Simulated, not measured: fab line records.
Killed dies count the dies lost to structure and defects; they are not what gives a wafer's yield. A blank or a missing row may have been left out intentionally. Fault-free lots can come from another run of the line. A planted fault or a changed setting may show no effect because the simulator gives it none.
Matching of chambers || flow sky130 || rie-diel-02 running SKY_POLY_CUT_ETCH_11: 4 sister chambers
The step etches Si3N4 in CF4/CH2F2/Ar, stops on poly-Si, time 42.5 s, target depth 60 nm. 8 wafers are shown with their chamber, then 9 later ones without.

WAFERS PAIRED WITH THEIR CHAMBERS
{"wafer": "L074.6", "chamber": 2, "drypump-motor-current-A (A)": 5.7, "chamber-pressure-mTorr (mTorr)": 39.92}
{"wafer": "L079.2", "chamber": 0, "drypump-motor-current-A (A)": 5.7, "chamber-pressure-mTorr (mTorr)": 39.90}
{"wafer": "L079.4", "chamber": 0, "drypump-motor-current-A (A)": 5.7, "chamber-pressure-mTorr (mTorr)": 39.98}
{"wafer": "L083.1", "chamber": 3, "drypump-motor-current-A (A)": 5.4, "chamber-pressure-mTorr (mTorr)": 40.00}
{"wafer": "L083.2", "chamber": 2, "drypump-motor-current-A (A)": 5.8, "chamber-pressure-mTorr (mTorr)": 40.05}
{"wafer": "L088.2", "chamber": 3, "drypump-motor-current-A (A)": 5.4, "chamber-pressure-mTorr (mTorr)": 40.03}
{"wafer": "L088.3", "chamber": 1, "drypump-motor-current-A (A)": 6.4, "chamber-pressure-mTorr (mTorr)": 39.95}
{"wafer": "L088.5", "chamber": 1, "drypump-motor-current-A (A)": 6.4, "chamber-pressure-mTorr (mTorr)": 39.97}

WAFERS MISSING THEIR CHAMBER
{"wafer": "L092.2", "drypump-motor-current-A (A)": 5.4, "chamber-pressure-mTorr (mTorr)": 39.96}
{"wafer": "L092.4", "drypump-motor-current-A (A)": 6.4, "chamber-pressure-mTorr (mTorr)": 39.99}
{"wafer": "L092.5", "drypump-motor-current-A (A)": 6.4, "chamber-pressure-mTorr (mTorr)": 40.02}
{"wafer": "L094.4", "drypump-motor-current-A (A)": 6.3, "chamber-pressure-mTorr (mTorr)": 40.02}
{"wafer": "L094.5", "drypump-motor-current-A (A)": 5.4, "chamber-pressure-mTorr (mTorr)": 40.00}
{"wafer": "L094.6", "drypump-motor-current-A (A)": 5.8, "chamber-pressure-mTorr (mTorr)": 40.03}
{"wafer": "L095.1", "drypump-motor-current-A (A)": 6.3, "chamber-pressure-mTorr (mTorr)": 40.03}
{"wafer": "L095.2", "drypump-motor-current-A (A)": 5.8, "chamber-pressure-mTorr (mTorr)": 39.99}
{"wafer": "L095.5", "drypump-motor-current-A (A)": 5.7, "chamber-pressure-mTorr (mTorr)": 39.96}

THE CHAMBER EACH PASSED THROUGH
{"wafer": "L092.2", "from the rows above": 3, "in truth": 3}
{"wafer": "L092.4", "from the rows above": 1, "in truth": 1}
{"wafer": "L092.5", "from the rows above": 1, "in truth": 1}
{"wafer": "L094.4", "from the rows above": 1, "in truth": 1}
{"wafer": "L094.5", "from the rows above": 3, "in truth": 3}
{"wafer": "L094.6", "from the rows above": "can't be placed: 2 or 0", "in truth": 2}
{"wafer": "L095.1", "from the rows above": 1, "in truth": 1}
{"wafer": "L095.2", "from the rows above": "can't be placed: 2 or 0", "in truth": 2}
{"wafer": "L095.5", "from the rows above": "can't be placed: 0 or 2", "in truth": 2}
Correct placement for 6 of the 9. These rows do not allow placing 3 (true chamber among the candidates in 3). Placed wrongly: 0.
How it was worked out, from the rows above alone: a wafer's distance from a chamber is the root of the sum, over the readings, of the square of ((its reading less the chamber's mean) divided by the reading's scatter). If the next closest chamber is less than 2 further off than the closest, the wafer can't be placed; otherwise it belongs to the closest. The mean given for a chamber averages the wafers shown for that chamber. The scatter is the square root of a quotient: the sum, over the shown wafers, of each reading's squared deviation from its chamber's mean, divided by wafers minus chambers.
